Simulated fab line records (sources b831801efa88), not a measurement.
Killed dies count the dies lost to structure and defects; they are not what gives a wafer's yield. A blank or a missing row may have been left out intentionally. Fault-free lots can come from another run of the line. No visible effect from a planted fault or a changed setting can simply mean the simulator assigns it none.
The tool behind it: which one? || flow sky130 || 14 lots, 42 wafers sampled, at 5 steps of a route of 708

== WHAT THE GAUGES SHOWED, per wafer ==
SKY_METAL2_RS_MEAS_05: measures by four-point-probe. Usual: METAL2_ALCU_RS gives 0.1224 ohm/sq (standard deviation 0.0011).
{"lot": "L559", "measured": "day 34 07:17", "on": "film_metro-04", "METAL2_ALCU_RS (ohm/sq)": "0.1217 0.1218 0.1218", "flag": ""}
{"lot": "L562", "measured": "day 35 01:08", "on": "film_metro-01", "METAL2_ALCU_RS (ohm/sq)": "0.1221 0.1210 0.1216", "flag": ""}
{"lot": "L564", "measured": "day 36 08:33", "on": "film_metro-04", "METAL2_ALCU_RS (ohm/sq)": "0.1217 0.1223 0.1209", "flag": ""}
{"lot": "L566", "measured": "day 36 09:07", "on": "film_metro-02", "METAL2_ALCU_RS (ohm/sq)": "0.1215 0.1214 0.1216", "flag": ""}
{"lot": "L567", "measured": "day 36 15:52", "on": "film_metro-01", "METAL2_ALCU_RS (ohm/sq)": "0.1233 0.1228 0.1222", "flag": ""}
{"lot": "L568", "measured": "day 37 00:49", "on": "film_metro-04", "METAL2_ALCU_RS (ohm/sq)": "0.1231 0.1228 0.1223", "flag": ""}
{"lot": "L570", "measured": "day 37 15:23", "on": "film_metro-01", "METAL2_ALCU_RS (ohm/sq)": "0.1218 0.1222 0.1224", "flag": ""}
{"lot": "L574", "measured": "day 38 19:43", "on": "film_metro-02", "METAL2_ALCU_RS (ohm/sq)": "0.1225 0.1218 0.1217", "flag": ""}
{"lot": "L575", "measured": "day 39 04:13", "on": "film_metro-04", "METAL2_ALCU_RS (ohm/sq)": "0.1221 0.1211 0.1224", "flag": ""}
{"lot": "L579", "measured": "day 40 08:47", "on": "film_metro-04", "METAL2_ALCU_RS (ohm/sq)": "0.1258 0.1252 0.1255", "flag": ""}
{"lot": "L578", "measured": "day 40 09:41", "on": "film_metro-01", "METAL2_ALCU_RS (ohm/sq)": "0.1217 0.1214 0.1225", "flag": ""}
{"lot": "L580", "measured": "day 40 12:34", "on": "film_metro-04", "METAL2_ALCU_RS (ohm/sq)": "0.1237 0.1246 0.1234", "flag": ""}
{"lot": "L581", "measured": "day 40 17:46", "on": "film_metro-02", "METAL2_ALCU_RS (ohm/sq)": "0.1224 0.1218 0.1234", "flag": ""}
{"lot": "L582", "measured": "day 41 00:37", "on": "film_metro-01", "METAL2_ALCU_RS (ohm/sq)": "0.1219 0.1209 0.1217", "flag": ""}

SKY_METAL2_CD_MEAS_15: the cd target is 140 nm. Usual: 140.0 nm for cd_nm, sd 1.2.
{"lot": "L559", "measured": "day 35 10:09", "on": "cd_sem-02", "cd_nm (nm)": "137.9 138.8 138.8", "flag": ""}
{"lot": "L562", "measured": "day 36 03:55", "on": "cd_sem-01", "cd_nm (nm)": "136.9 138.9 137.2", "flag": ""}
{"lot": "L564", "measured": "day 37 10:29", "on": "cd_sem-01", "cd_nm (nm)": "141.5 141.0 140.3", "flag": ""}
{"lot": "L566", "measured": "day 37 10:50", "on": "cd_sem-02", "cd_nm (nm)": "140.8 140.0 139.9", "flag": ""}
{"lot": "L567", "measured": "day 37 17:26", "on": "cd_sem-02", "cd_nm (nm)": "140.2 140.1 141.4", "flag": ""}
{"lot": "L568", "measured": "day 38 02:26", "on": "cd_sem-02", "cd_nm (nm)": "137.5 138.0 138.3", "flag": ""}
{"lot": "L570", "measured": "day 38 16:49", "on": "cd_sem-02", "cd_nm (nm)": "140.5 140.2 141.0", "flag": ""}
{"lot": "L574", "measured": "day 39 20:28", "on": "cd_sem-01", "cd_nm (nm)": "141.0 140.7 141.5", "flag": ""}
{"lot": "L575", "measured": "day 40 04:54", "on": "cd_sem-02", "cd_nm (nm)": "140.7 139.3 140.0", "flag": ""}
{"lot": "L579", "measured": "day 41 08:40", "on": "cd_sem-01", "cd_nm (nm)": "137.6 138.4 139.4", "flag": ""}
{"lot": "L578", "measured": "day 41 10:13", "on": "cd_sem-01", "cd_nm (nm)": "139.9 139.8 139.4", "flag": ""}
{"lot": "L580", "measured": "day 41 12:49", "on": "cd_sem-02", "cd_nm (nm)": "138.1 140.8 140.2", "flag": ""}
{"lot": "L581", "measured": "day 41 18:10", "on": "cd_sem-02", "cd_nm (nm)": "141.0 140.5 140.8", "flag": ""}
{"lot": "L582", "measured": "day 42 01:00", "on": "cd_sem-02", "cd_nm (nm)": "141.1 140.3 140.4", "flag": ""}

SKY_VIA2_BOW_MEAS_03. Usual: VIA2_BOW gives 86 um (standard deviation 7.6).
{"lot": "L559", "measured": "day 35 11:51", "on": "film_metro-01", "VIA2_BOW (um)": "86 90 82", "flag": ""}
{"lot": "L562", "measured": "day 36 05:20", "on": "film_metro-04", "VIA2_BOW (um)": "80 85 92", "flag": ""}
{"lot": "L564", "measured": "day 37 12:00", "on": "film_metro-03", "VIA2_BOW (um)": "78 89 85", "flag": ""}
{"lot": "L566", "measured": "day 37 12:17", "on": "film_metro-01", "VIA2_BOW (um)": "89 88 79", "flag": ""}
{"lot": "L567", "measured": "day 37 18:51", "on": "film_metro-04", "VIA2_BOW (um)": "92 85 93", "flag": ""}
{"lot": "L568", "measured": "day 38 03:51", "on": "film_metro-04", "VIA2_BOW (um)": "87 85 83", "flag": ""}
{"lot": "L570", "measured": "day 38 18:14", "on": "film_metro-03", "VIA2_BOW (um)": "89 89 90", "flag": ""}
{"lot": "L574", "measured": "day 39 21:56", "on": "film_metro-04", "VIA2_BOW (um)": "89 84 91", "flag": ""}
{"lot": "L575", "measured": "day 40 06:20", "on": "film_metro-01", "VIA2_BOW (um)": "76 77 75", "flag": ""}
{"lot": "L579", "measured": "day 41 10:05", "on": "film_metro-01", "VIA2_BOW (um)": "88 82 89", "flag": ""}
{"lot": "L578", "measured": "day 41 11:40", "on": "film_metro-03", "VIA2_BOW (um)": "96 89 84", "flag": ""}
{"lot": "L580", "measured": "day 41 14:14", "on": "film_metro-04", "VIA2_BOW (um)": "90 78 82", "flag": ""}
{"lot": "L581", "measured": "day 41 19:46", "on": "film_metro-01", "VIA2_BOW (um)": "74 70 81", "flag": ""}
{"lot": "L582", "measured": "day 42 02:29", "on": "film_metro-03", "VIA2_BOW (um)": "95 105 97", "flag": ""}

== TOOL THAT RAN EACH LOT (tool first, then ch and the chambers of the sampled wafers, then the start) ==
{"lot": "L559", "SKY_METAL2_METAL_ETCH_19": "rie_metal-02 ch 1, day 35 10:24", "SKY_METAL2_STRIP_20": "plasma_asher-01 ch 0,1, day 35 10:29"}
{"lot": "L562", "SKY_METAL2_METAL_ETCH_19": "rie_metal-02 ch 0,1, day 36 04:10", "SKY_METAL2_STRIP_20": "plasma_asher-01 ch 0,1, day 36 04:15"}
{"lot": "L564", "SKY_METAL2_METAL_ETCH_19": "rie_metal-02 ch 0,1, day 37 10:44", "SKY_METAL2_STRIP_20": "plasma_asher-01 ch 0,1, day 37 10:50"}
{"lot": "L566", "SKY_METAL2_METAL_ETCH_19": "rie_metal-01 ch 0,1, day 37 11:05", "SKY_METAL2_STRIP_20": "plasma_asher-04 ch 0,1, day 37 11:11"}
{"lot": "L567", "SKY_METAL2_METAL_ETCH_19": "rie_metal-01 ch 0,1, day 37 17:40", "SKY_METAL2_STRIP_20": "plasma_asher-01 ch 0,1, day 37 17:45"}
{"lot": "L568", "SKY_METAL2_METAL_ETCH_19": "rie_metal-01 ch 0,1, day 38 02:40", "SKY_METAL2_STRIP_20": "plasma_asher-03 ch 0,1, day 38 02:45"}
{"lot": "L570", "SKY_METAL2_METAL_ETCH_19": "rie_metal-02 ch 0,1, day 38 17:04", "SKY_METAL2_STRIP_20": "plasma_asher-04 ch 0,1, day 38 17:10"}
{"lot": "L574", "SKY_METAL2_METAL_ETCH_19": "rie_metal-01 ch 0,1, day 39 20:43", "SKY_METAL2_STRIP_20": "plasma_asher-04 ch 0,1, day 39 20:49"}
{"lot": "L575", "SKY_METAL2_METAL_ETCH_19": "rie_metal-02 ch 0,1, day 40 05:08", "SKY_METAL2_STRIP_20": "plasma_asher-01 ch 0,1, day 40 05:14"}
{"lot": "L579", "SKY_METAL2_METAL_ETCH_19": "rie_metal-01 ch 0,1, day 41 08:55", "SKY_METAL2_STRIP_20": "plasma_asher-04 ch 0,1, day 41 09:00"}
{"lot": "L578", "SKY_METAL2_METAL_ETCH_19": "rie_metal-02 ch 0,1, day 41 10:28", "SKY_METAL2_STRIP_20": "plasma_asher-04 ch 0,1, day 41 10:34"}
{"lot": "L580", "SKY_METAL2_METAL_ETCH_19": "rie_metal-01 ch 0,1, day 41 13:03", "SKY_METAL2_STRIP_20": "plasma_asher-03 ch 0,1, day 41 13:09"}
{"lot": "L581", "SKY_METAL2_METAL_ETCH_19": "rie_metal-04 ch 0,1, day 41 18:25", "SKY_METAL2_STRIP_20": "plasma_asher-03 ch 0,1, day 41 18:30"}
{"lot": "L582", "SKY_METAL2_METAL_ETCH_19": "rie_metal-04 ch 0,1, day 42 01:15", "SKY_METAL2_STRIP_20": "plasma_asher-04 ch 0,1, day 42 01:20"}
- SKY_METAL2_METAL_ETCH_19: etches the open film in Cl2/BCl3, stops on SiO2, target depth 360 nm, time 78 s.
- SKY_METAL2_STRIP_20: strips in O2/N2.

== WHAT THE TOOLS THEMSELVES READ (means of the sampled wafers that have a number; where no wafer has one, the mark that the record gives instead) ==
SKY_METAL2_METAL_ETCH_19. Usual: drypump_motor_current_A 5.8 A, standard deviation 0.54; oes_product_au 0.853 a.u., standard deviation 0.0085; throttle_valve_pct 22.263 %, standard deviation 0.0096.
{"lot": "L559", "tool": "rie_metal-02", "drypump_motor_current_A (A)": 6.0, "oes_product_au (a.u.)": 0.852, "throttle_valve_pct (%)": 22.258, "flag": ""}
{"lot": "L562", "tool": "rie_metal-02", "drypump_motor_current_A (A)": 6.0, "oes_product_au (a.u.)": 0.850, "throttle_valve_pct (%)": 22.276, "flag": ""}
{"lot": "L564", "tool": "rie_metal-02", "drypump_motor_current_A (A)": 5.9, "oes_product_au (a.u.)": 0.848, "throttle_valve_pct (%)": 22.259, "flag": ""}
{"lot": "L566", "tool": "rie_metal-01", "drypump_motor_current_A (A)": 5.5, "oes_product_au (a.u.)": 0.850, "throttle_valve_pct (%)": 22.265, "flag": ""}
{"lot": "L567", "tool": "rie_metal-01", "drypump_motor_current_A (A)": 5.8, "oes_product_au (a.u.)": 0.852, "throttle_valve_pct (%)": 22.265, "flag": ""}
{"lot": "L568", "tool": "rie_metal-01", "drypump_motor_current_A (A)": 5.8, "oes_product_au (a.u.)": 0.863, "throttle_valve_pct (%)": 22.261, "flag": ""}
{"lot": "L570", "tool": "rie_metal-02", "drypump_motor_current_A (A)": 6.0, "oes_product_au (a.u.)": 0.850, "throttle_valve_pct (%)": 22.260, "flag": ""}
{"lot": "L574", "tool": "rie_metal-01", "drypump_motor_current_A (A)": 5.5, "oes_product_au (a.u.)": 0.847, "throttle_valve_pct (%)": 22.263, "flag": ""}
{"lot": "L575", "tool": "rie_metal-02", "drypump_motor_current_A (A)": 6.0, "oes_product_au (a.u.)": 0.852, "throttle_valve_pct (%)": 22.263, "flag": ""}
{"lot": "L579", "tool": "rie_metal-01", "drypump_motor_current_A (A)": 5.5, "oes_product_au (a.u.)": 0.859, "throttle_valve_pct (%)": 22.259, "flag": ""}
{"lot": "L578", "tool": "rie_metal-02", "drypump_motor_current_A (A)": 6.0, "oes_product_au (a.u.)": 0.847, "throttle_valve_pct (%)": 22.267, "flag": ""}
{"lot": "L580", "tool": "rie_metal-01", "drypump_motor_current_A (A)": 5.5, "oes_product_au (a.u.)": 0.861, "throttle_valve_pct (%)": 22.260, "flag": ""}
{"lot": "L581", "tool": "rie_metal-04", "drypump_motor_current_A (A)": 5.3, "oes_product_au (a.u.)": 0.855, "throttle_valve_pct (%)": 22.271, "flag": ""}
{"lot": "L582", "tool": "rie_metal-04", "drypump_motor_current_A (A)": 5.3, "oes_product_au (a.u.)": 0.844, "throttle_valve_pct (%)": 22.264, "flag": ""}

SKY_METAL2_STRIP_20. Usual: drypump_motor_current_A 5.6 A, standard deviation 0.61; o2_flow_sccm 3002 sccm, standard deviation 9.3; oes_product_au 0.343 a.u., standard deviation 0.0046; strip_time_to_endpoint_s 2.688 s, standard deviation 0.026.
{"lot": "L559", "tool": "plasma_asher-01", "drypump_motor_current_A (A)": 6.4, "o2_flow_sccm (sccm)": 3009, "oes_product_au (a.u.)": 0.344, "strip_time_to_endpoint_s (s)": 2.678, "flag": ""}
{"lot": "L562", "tool": "plasma_asher-01", "drypump_motor_current_A (A)": 6.3, "o2_flow_sccm (sccm)": 2995, "oes_product_au (a.u.)": 0.338, "strip_time_to_endpoint_s (s)": 2.695, "flag": ""}
{"lot": "L564", "tool": "plasma_asher-01", "drypump_motor_current_A (A)": 6.4, "o2_flow_sccm (sccm)": 3008, "oes_product_au (a.u.)": 0.339, "strip_time_to_endpoint_s (s)": 2.711, "flag": ""}
{"lot": "L566", "tool": "plasma_asher-04", "drypump_motor_current_A (A)": 5.3, "o2_flow_sccm (sccm)": 3006, "oes_product_au (a.u.)": 0.338, "strip_time_to_endpoint_s (s)": 2.677, "flag": ""}
{"lot": "L567", "tool": "plasma_asher-01", "drypump_motor_current_A (A)": 6.4, "o2_flow_sccm (sccm)": 2990, "oes_product_au (a.u.)": 0.344, "strip_time_to_endpoint_s (s)": 2.642, "flag": ""}
{"lot": "L568", "tool": "plasma_asher-03", "drypump_motor_current_A (A)": 5.2, "o2_flow_sccm (sccm)": 2999, "oes_product_au (a.u.)": 0.348, "strip_time_to_endpoint_s (s)": 2.699, "flag": ""}
{"lot": "L570", "tool": "plasma_asher-04", "drypump_motor_current_A (A)": 5.3, "o2_flow_sccm (sccm)": 3002, "oes_product_au (a.u.)": 0.341, "strip_time_to_endpoint_s (s)": 2.676, "flag": ""}
{"lot": "L574", "tool": "plasma_asher-04", "drypump_motor_current_A (A)": 5.6, "o2_flow_sccm (sccm)": 3002, "oes_product_au (a.u.)": 0.345, "strip_time_to_endpoint_s (s)": 2.689, "flag": ""}
{"lot": "L575", "tool": "plasma_asher-01", "drypump_motor_current_A (A)": 6.2, "o2_flow_sccm (sccm)": 2994, "oes_product_au (a.u.)": 0.357, "strip_time_to_endpoint_s (s)": 3.049, "flag": "OFF"}
{"lot": "L579", "tool": "plasma_asher-04", "drypump_motor_current_A (A)": 5.3, "o2_flow_sccm (sccm)": 3002, "oes_product_au (a.u.)": 0.343, "strip_time_to_endpoint_s (s)": 2.693, "flag": ""}
{"lot": "L578", "tool": "plasma_asher-04", "drypump_motor_current_A (A)": 5.6, "o2_flow_sccm (sccm)": 2993, "oes_product_au (a.u.)": 0.355, "strip_time_to_endpoint_s (s)": 3.054, "flag": "OFF"}
{"lot": "L580", "tool": "plasma_asher-03", "drypump_motor_current_A (A)": 5.2, "o2_flow_sccm (sccm)": 3006, "oes_product_au (a.u.)": 0.343, "strip_time_to_endpoint_s (s)": 2.678, "flag": ""}
{"lot": "L581", "tool": "plasma_asher-03", "drypump_motor_current_A (A)": 5.6, "o2_flow_sccm (sccm)": 2999, "oes_product_au (a.u.)": 0.342, "strip_time_to_endpoint_s (s)": 2.687, "flag": ""}
{"lot": "L582", "tool": "plasma_asher-04", "drypump_motor_current_A (A)": 5.3, "o2_flow_sccm (sccm)": 3009, "oes_product_au (a.u.)": 0.344, "strip_time_to_endpoint_s (s)": 2.699, "flag": ""}

== THE ANSWER, worked out from the rows above alone ==
Rule: lot off if the mean of its wafers having a number is beyond 3 standard deviations from the usual mean. Also off: a lot with no number at a reading for which 4 or more lots have one. Any other lot the step has rows for is counted as sound. First the gauges in route order, then the tools' own readings, where a lot's mean is used as printed above. The first step at which some lot is off is used, and at that step the reading that is off furthest; a lot without a number counts as furthest.
Off at SKY_METAL2_STRIP_20 (strip_time_to_endpoint_s): L575, L578.
A tool fits if, at that step or a process step before it, it ran every lot that is off, and no sound lot after the first of them. One fits: rie_metal-02 at SKY_METAL2_METAL_ETCH_19. A fault onset in the window from L570 (day 38 17:04, its last sound lot) to L575 (day 40 05:08, its first lot off) fits.

== WHAT THE SIMULATOR HAD INSERTED ==
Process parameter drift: rie_metal-02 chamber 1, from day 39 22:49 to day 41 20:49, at SKY_METAL2_METAL_ETCH_19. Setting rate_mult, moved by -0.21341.
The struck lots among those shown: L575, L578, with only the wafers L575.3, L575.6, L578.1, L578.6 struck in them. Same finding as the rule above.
